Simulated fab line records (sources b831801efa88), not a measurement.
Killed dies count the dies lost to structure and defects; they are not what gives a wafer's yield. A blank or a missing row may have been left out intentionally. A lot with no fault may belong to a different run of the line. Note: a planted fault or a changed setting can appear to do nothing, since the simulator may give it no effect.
Which of the tools did it? | flow sky130 | 30 wafers from 10 lots sampled at 5 of the route's 708 steps

## WHAT THE GAUGES SHOWED, per wafer
No reading from a measuring or inspecting step in the record can be judged against a usual standard deviation.

## EACH LOT AND THE TOOL THAT RAN IT (in order: tool; ch and the chambers of the sampled wafers; start)
lot  | SKY_METAL1_METAL_ETCH_19         | SKY_VIA1_ETCH_14                  | SKY_VIA1_ETCH_15                  | SKY_VIA1_STRIP_16                   | SKY_PAD_OPEN_PROBE_99
L145 | rieMetal-01 ch 0, day 32 16:08   | rieDiel-04 ch 0,2,3, day 33 19:56 | rieDiel-04 ch 0,2,3, day 33 19:59 | plasmaAsher-02 ch 0,1, day 33 20:02 | -
L148 | rieMetal-03 ch 0,1, day 33 18:43 | rieDiel-03 ch 1,3, day 34 22:04   | rieDiel-03 ch 1,3, day 34 22:06   | plasmaAsher-01 ch 0,1, day 34 22:11 | -
L155 | rieMetal-04 ch 1, day 36 04:53   | rieDiel-04 ch 0,2,3, day 37 08:32 | rieDiel-04 ch 0,2,3, day 37 08:35 | plasmaAsher-01 ch 0,1, day 37 08:40 | prober-02, day 48 10:32
L154 | rieMetal-03 ch 0,1, day 36 05:41 | rieDiel-03 ch 0,3, day 37 08:53   | rieDiel-03 ch 0,3, day 37 08:56   | plasmaAsher-04 ch 0,1, day 37 08:59 | prober-01, day 48 11:16
L156 | rieMetal-03 ch 0,1, day 36 11:05 | rieDiel-04 ch 0,3, day 37 14:08   | rieDiel-04 ch 0,3, day 37 14:11   | plasmaAsher-02 ch 0,1, day 37 14:14 | prober-02, day 48 15:04
L160 | rieMetal-04 ch 0,1, day 37 09:55 | rieDiel-04 ch 2,3, day 38 13:26   | rieDiel-04 ch 2,3, day 38 13:29   | plasmaAsher-01 ch 0,1, day 38 13:34 | -
L161 | rieMetal-01 ch 0, day 37 10:23   | rieDiel-03 ch 1,2, day 38 13:44   | rieDiel-03 ch 1,2, day 38 13:47   | plasmaAsher-02 ch 0,1, day 38 13:50 | -
L163 | rieMetal-03 ch 1, day 38 05:20   | rieDiel-01 ch 0,1,2, day 39 07:47 | rieDiel-01 ch 0,1,2, day 39 07:50 | plasmaAsher-01 ch 0,1, day 39 07:53 | -
L165 | rieMetal-04 ch 0,1, day 39 01:26 | rieDiel-04 ch 0,2,3, day 40 03:41 | rieDiel-04 ch 0,2,3, day 40 03:44 | plasmaAsher-04 ch 0,1, day 40 03:47 | -
L166 | rieMetal-01 ch 0, day 39 03:25   | rieDiel-03 ch 0,1,3, day 40 04:17 | rieDiel-03 ch 0,1,3, day 40 04:20 | plasmaAsher-02 ch 0,1, day 40 04:23 | -
- SKY_METAL1_METAL_ETCH_19: etches the open film in Cl2/BCl3, stops on SiO2, target depth 360 nm, time 78 s.
- SKY_VIA1_ETCH_14: etches BARC in N2/H2, stops on SiO2, time 45.9 s, target depth 60 nm.
- SKY_VIA1_ETCH_15: etches SiO2 in C4F8/O2/Ar, stops on TiN, target depth 351 nm, time 54 s.
- SKY_VIA1_STRIP_16: strips in O2/N2.
- SKY_PAD_OPEN_PROBE_99

## AS READ BY THE TOOLS THEMSELVES (means over the sampled wafers that have a number; for cases with no such wafer, the mark the record gives instead)
SKY_METAL1_METAL_ETCH_19.
lot  | tool        | bcl3FlowSccm (sccm) | biasW (W) | chamberPressureMTorr (mTorr) | drypumpMotorCurrentA (A) | oesProductAu (a.u.) | throttleValvePct (%)
L145 | rieMetal-01 | 29.98               | 48.61     | 10.006                       | 6.3                      | 0.855               | 22.262
L148 | rieMetal-03 | 29.91               | 48.39     | 9.999                        | 5.7                      | 0.849               | 22.267
L155 | rieMetal-04 | 29.96               | 48.36     | 10.004                       | 5.8                      | 0.858               | 22.272
L154 | rieMetal-03 | 29.91               | 48.58     | 9.997                        | 5.7                      | 0.856               | 22.273
L156 | rieMetal-03 | 29.95               | 48.43     | 10.004                       | 5.7                      | 0.856               | 22.269
L160 | rieMetal-04 | 30.03               | 48.46     | 10.006                       | 5.1                      | 0.853               | 22.266
L161 | rieMetal-01 | 29.93               | 48.39     | 10.004                       | 6.3                      | 0.851               | 22.256
L163 | rieMetal-03 | 29.90               | 48.41     | 9.992                        | 6.0                      | 0.857               | 22.262
L165 | rieMetal-04 | 29.93               | 48.56     | 10.002                       | 5.1                      | 0.855               | 22.262
L166 | rieMetal-01 | 29.95               | 48.56     | 10.013                       | 6.3                      | 0.854               | 22.271

SKY_VIA1_ETCH_14.
lot  | tool       | biasW (W) | chamberPressureMTorr (mTorr) | drypumpMotorCurrentA (A) | oesProductAu (a.u.) | throttleValvePct (%)
L145 | rieDiel-04 | 100.11    | 30.031                       | 6.2                      | 0.855               | 13.232
L148 | rieDiel-03 | 100.19    | 30.019                       | 5.1                      | 0.853               | 13.233
L155 | rieDiel-04 | -         | -                            | -                        | -                   | -
L154 | rieDiel-03 | -         | -                            | -                        | -                   | -
L156 | rieDiel-04 | -         | -                            | -                        | -                   | -
L160 | rieDiel-04 | 100.02    | 30.014                       | 6.1                      | 0.857               | 13.217
L161 | rieDiel-03 | 99.87     | 30.009                       | 5.6                      | 0.857               | 13.220
L163 | rieDiel-01 | 100.10    | 30.025                       | 5.6                      | 0.855               | 13.231
L165 | rieDiel-04 | 99.95     | 30.004                       | 6.2                      | 0.857               | 13.231
L166 | rieDiel-03 | 100.34    | 29.971                       | 5.1                      | 0.859               | 13.228

SKY_VIA1_ETCH_15.
lot  | tool       | biasW (W) | chamberPressureMTorr (mTorr) | oesProductAu (a.u.)
L145 | rieDiel-04 | 1199      | 39.98                        | 0.977
L148 | rieDiel-03 | 1199      | 39.99                        | 0.978
L155 | rieDiel-04 | 1204      | 39.99                        | 0.378
L154 | rieDiel-03 | 1196      | 39.99                        | 0.373
L156 | rieDiel-04 | 1199      | 39.98                        | 0.375
L160 | rieDiel-04 | 1203      | 39.99                        | 0.980
L161 | rieDiel-03 | 1203      | 40.03                        | 0.976
L163 | rieDiel-01 | 1200      | 39.98                        | 0.983
L165 | rieDiel-04 | 1198      | 39.99                        | 0.980
L166 | rieDiel-03 | 1200      | 40.03                        | 0.983

SKY_VIA1_STRIP_16.
lot  | tool           | chamberPressureMTorr (mTorr) | drypumpMotorCurrentA (A) | oesProductAu (a.u.) | stripTimeToEndpointS (s)
L145 | plasmaAsher-02 | 1499.2                       | 5.4                      | 0.418               | 4.454
L148 | plasmaAsher-01 | 1499.9                       | 5.6                      | 0.419               | 4.471
L155 | plasmaAsher-01 | 1500.0                       | 5.5                      | 0.433               | 4.940
L154 | plasmaAsher-04 | 1499.6                       | 5.4                      | 0.438               | 4.922
L156 | plasmaAsher-02 | 1498.2                       | 5.6                      | 0.431               | 4.910
L160 | plasmaAsher-01 | 1500.8                       | 5.9                      | 0.422               | 4.469
L161 | plasmaAsher-02 | 1499.3                       | 5.6                      | 0.417               | 4.459
L163 | plasmaAsher-01 | 1500.1                       | 5.9                      | 0.416               | 4.451
L165 | plasmaAsher-04 | 1498.9                       | 6.0                      | 0.419               | 4.463
L166 | plasmaAsher-02 | 1501.0                       | 5.7                      | 0.417               | 4.457

SKY_PAD_OPEN_PROBE_99.
lot  | tool      | defectLimitedYield (%) | killed_at_M0_to_M3 | killed_at_M4_up | killedAtContacts | killedAtFrontEnd | killedAtOther | killedDies | killedOnRim | killedOpen | killedShort | sort_bin_3_pad_short (%) | sort_bin_5_function (%) | sort_bin_6_memory (%) | sortNPass | sortYieldPct (%)
L155 | prober-02 | 0.0                    | 448                | 2.5             | 24               | 16               | 1.0           | 492        | 96          | 44         | 42          | 0.8                      | 93.2                    | 6.0                   | 0         | 0.0
L154 | prober-01 | 0.0                    | 451                | 2.3             | 22               | 16               | 0.0           | 492        | 96          | 44         | 36          | 0.7                      | 93.9                    | 5.4                   | 0         | 0.0
L156 | prober-02 | 0.0                    | 449                | 3.0             | 22               | 18               | 0.3           | 492        | 96          | 51         | 41          | 0.9                      | 92.2                    | 6.8                   | 0         | 0.0

## THE ANSWER, worked out from the rows above alone
Rule: the lots themselves supply what counts as usual. The widest of any qualifying gaps counts: lots, ordered by their means at a reading, are off when they make up no more than a third of the lots, leave a main group of 4 or more, and stand apart from it by 3 or more times the standard deviation of that group's means. If all means in a main group match to the digits the tables above print for the reading, that group is not used. Also off: a lot with no number at a reading for which 4 or more lots have one. The other lots that the step has rows for count as sound. First the gauges in route order, then the tools' own readings, where a lot's mean is used as printed above. At the first step where some lot is off, the reading lying furthest off is the one used; lots without a number count as furthest.
Off at SKY_VIA1_ETCH_14 (biasW): L155, L154, L156. Without a number there: L155, L154, L156. The main group: mean 100.08 W, standard deviation 0.14.
A tool fits if, at that step or a process step before it, it ran every lot that is off, and no sound lot after the first of them. Of those tried, none fits.

## WHAT THE SIMULATOR PUT IN
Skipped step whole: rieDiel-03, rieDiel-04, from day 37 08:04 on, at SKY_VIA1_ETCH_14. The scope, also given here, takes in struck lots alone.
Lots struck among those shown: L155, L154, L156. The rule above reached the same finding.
